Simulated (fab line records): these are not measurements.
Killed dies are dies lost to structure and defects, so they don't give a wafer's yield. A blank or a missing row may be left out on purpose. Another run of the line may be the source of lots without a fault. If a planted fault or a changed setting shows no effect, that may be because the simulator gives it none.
A lot that was struck, set against a sound lot || flow sky130 || 44 out of 708 route steps
Sound: wafers L616.1, L616.5, L616.6. Wafers L624.2, L624.5, L624.6 were the ones struck. The cause is given at the end.
Each step with rows lists, per side, the tool, then ch with its chambers, then its first start. Under that, the readings that differ: sound wafers || struck wafers || difference of the means || sigmas: that difference in standard deviations of wafers without a fault.
alike: a reading whose means differ by less than 2 such deviations, as well as words and numbers matching on both sides. not compared: withheld readings; readings where some wafer has no value; bounds like >300 that might hide an equal value; numbers whose values overlap and for which the record gives no deviation.
A row with sigmas, a row that says differs or no value, or rows on one side alone: a step with any of these is where the two part. Numbers that have no deviation but don't overlap get no sigmas and don't part them. Lack of a reading on every wafer of one side parts them only where that side has two or more wafers.

SKY_VIA2_CD_MEAS_12: the cd target is 200 nm.
  sound on cd-sem-02 at day 37 09:19; struck on cd-sem-01 at day 39 18:07
  alike: cd-nm
SKY_VIA2_OVL_MEAS_13:
  sound on overlay-02 at day 37 09:26; struck on overlay-01 at day 39 18:13
  alike: VIA2_OVL
then, 1 step without rows for these wafers: SKY_VIA2_ETCH_14 (etches BARC in N2/H2, stops on SiO2, time 45.9 s, target depth 60 nm).
SKY_VIA2_ETCH_15: etches SiO2 in C4F8/O2/Ar, stops on TiN, target depth 546 nm, time 84 s.
  sound on rie-diel-04 ch 2,3, day 37 09:31; struck on rie-diel-02 ch 0,3, day 39 18:17
  alike: chamber-pressure-mTorr, oes-product-au, rf-fwd-power-W
then, 4 steps without rows for these wafers: SKY_VIA2_STRIP_16 (strips in O2/N2); SKY_VIA2_STRIP_17 (strips in post etch residue remover, time 1200 s); SKY_VIA2_CLEAN_18 (cleans in IPA, time 180 s); SKY_VIA2_CLEAN_19 (cleans in O3/DIW).
SKY_VIA2_SPUTTER_20: material TiN, target thk 20 nm, time 80 s.
  sound on pvd-sputter-03 at day 37 10:11; struck on pvd-sputter-03 at day 39 19:02
  alike: throttle-valve-pct
then, 1 step without rows for these wafers: SKY_VIA2_CVD_21 (deposits W, target thk 420 nm, time 126.4 s).
SKY_VIA2_RS_MEAS_22: the measuring method here is four-point-probe.
  sound on film-metro-03 at day 37 10:22; struck on film-metro-04 at day 39 19:14
  alike: VIA2_W_RS
SKY_VIA2_THK_MEAS_23: measures by xrf.
  sound on film-metro-03 at day 37 10:29; struck on film-metro-04 at day 39 19:21
  alike: VIA2_W_THK
SKY_VIA2_CMP_24: polishes, stops on SiO2, t overpolish 20 s, target thk 0 nm.
  sound on cmp-02 ch 0,1,2, day 37 10:39; struck on cmp-02 ch 0,1,3, day 39 19:30
{"reading": "time-to-endpoint-s (s)", "sound": "104 108 109", "struck": "54 57 56", "difference": -51, "sigmas": -14}
{"reading": "model.SiO2_of_VIA2_HDPCVD_00.thk-nm (nm)", "sound": "489.6 489.9 490.6", "struck": "488 488.7 488.2", "difference": -2, "sigmas": ""}
  alike: motor-current-A, overpolish-run-s
then, 1 step without rows for these wafers: SKY_METAL3_SPUTTER_00 (material Ti, target thk 15 nm, time 10 s).
SKY_METAL3_SPUTTER_01: material TiN, target thk 20 nm, time 16.7 s.
  sound on pvd-sputter-01 at day 37 10:52; struck on pvd-sputter-03 at day 39 19:43
  alike: throttle-valve-pct
then, 1 step without rows for these wafers: SKY_METAL3_SPUTTER_02 (material AlCu, target thk 735 nm, time 39.1 s).
SKY_METAL3_SPUTTER_03: material Ti, target thk 5 nm, time 3.3 s.
  sound on pvd-sputter-01 at day 37 10:56; struck on pvd-sputter-03 at day 39 19:47
  alike: throttle-valve-pct
then, 1 step without rows for these wafers: SKY_METAL3_SPUTTER_04 (material TiN, target thk 70 nm, time 58.3 s).
SKY_CAPM_CVD_00: deposits SiO2, target thk 15.5 nm.
  sound on pecvd-02 ch 0,1,2, day 37 11:00; struck on pecvd-01 ch 0,1, day 39 19:51
  alike: heater-power-w, rf-fwd-power-W
SKY_CAPM_THK_MEAS_01:
  sound on film-metro-03 at day 37 11:01; struck on film-metro-02 at day 39 19:53
  alike: CAPM_CVD_00_THK
then, 1 step without rows for these wafers: SKY_CAPM_SPUTTER_02 (material TiN, target thk 200 nm, time 166.7 s).
SKY_CAPM_RS_MEAS_03: the measuring method here is four-point-probe.
  sound on film-metro-02 at day 37 11:11; struck on film-metro-03 at day 39 20:04
  alike: CAPM_TIN_RS
SKY_CAPM_THK_MEAS_04: measures by xrf.
  sound on film-metro-02 at day 37 11:19; struck on film-metro-03 at day 39 20:10
  alike: CAPM_TIN_THK
then, 7 steps without rows for these wafers: SKY_CAPM_DEHYDRATE_05 (time 60 s); SKY_CAPM_HMDS_06 (prime time 60 s); SKY_CAPM_COAT_07 (resist thk 1140 nm); SKY_CAPM_SOFTBAKE_08 (time 60 s); SKY_CAPM_EXPOSE_09 (exposes mask CAPM, target cd 1000 nm); SKY_CAPM_PEB_10; SKY_CAPM_DEVELOP_11 (develop time 60 s).
SKY_CAPM_OVL_MEAS_12:
  sound on overlay-02 at day 38 12:55; struck on overlay-01 at day 40 20:55
  alike: CAPM_OVL
then, 11 steps without rows for these wafers: SKY_CAPM_METAL_ETCH_13 (etches TiN in Cl2/BCl3, stops on SiO2, target depth 220 nm, time 62.9 s); SKY_CAPM_STRIP_14 (strips in O2/N2); SKY_CAPM_STRIP_15 (strips in post etch residue remover, time 1200 s); SKY_CAPM_CLEAN_16 (cleans in IPA, time 180 s); SKY_CAPM_CLEAN_17 (cleans in O3/DIW); SKY_METAL3_DEHYDRATE_05 (time 60 s); SKY_METAL3_HMDS_06 (prime time 60 s); SKY_METAL3_COAT_07 (resist thk 60 nm); SKY_METAL3_COAT_08 (resist thk 1140 nm); SKY_METAL3_SOFTBAKE_09 (time 90 s); SKY_METAL3_EXPOSE_10 (exposes mask MM3, target cd 300 nm).
SKY_METAL3_METAL_ETCH_18: etches the open film in Cl2/BCl3, stops on SiO2, target depth 845 nm, time 183.1 s.
  sound on rie-metal-04 ch 0,1, day 39 15:04; struck on rie-metal-01 ch 0,1, day 41 22:45
{"reading": "model.SiO2_of_VIA2_HDPCVD_00.thk-nm (nm)", "sound": "463.5 464.4 464.5", "struck": "462.7 463 463.1", "difference": -1.2, "sigmas": ""}
  alike: chamber-pressure-mTorr, drypump-motor-current-A, oes-product-au, rf-fwd-power-W, throttle-valve-pct
  not compared: rf-hours-counter-h
-- the record jumps here: 7 days lie between the struck wafers' starts before and after (it left off in module METAL3 and takes up again in module PAD_OPEN, whose first step shown is number 708 of the route) --
SKY_PAD_OPEN_PROBE_99:
  only the struck wafers here have rows in the record (prober-01, day 48 15:39); the sound ones have none

== WHERE THEY PART ==
Last at SKY_PAD_OPEN_PROBE_99 as far as this record goes, first at SKY_VIA2_CMP_24.

WHY: the cause the simulator had injected
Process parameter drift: cmp-02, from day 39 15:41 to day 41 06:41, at SKY_VIA2_CMP_24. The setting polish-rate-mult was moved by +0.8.
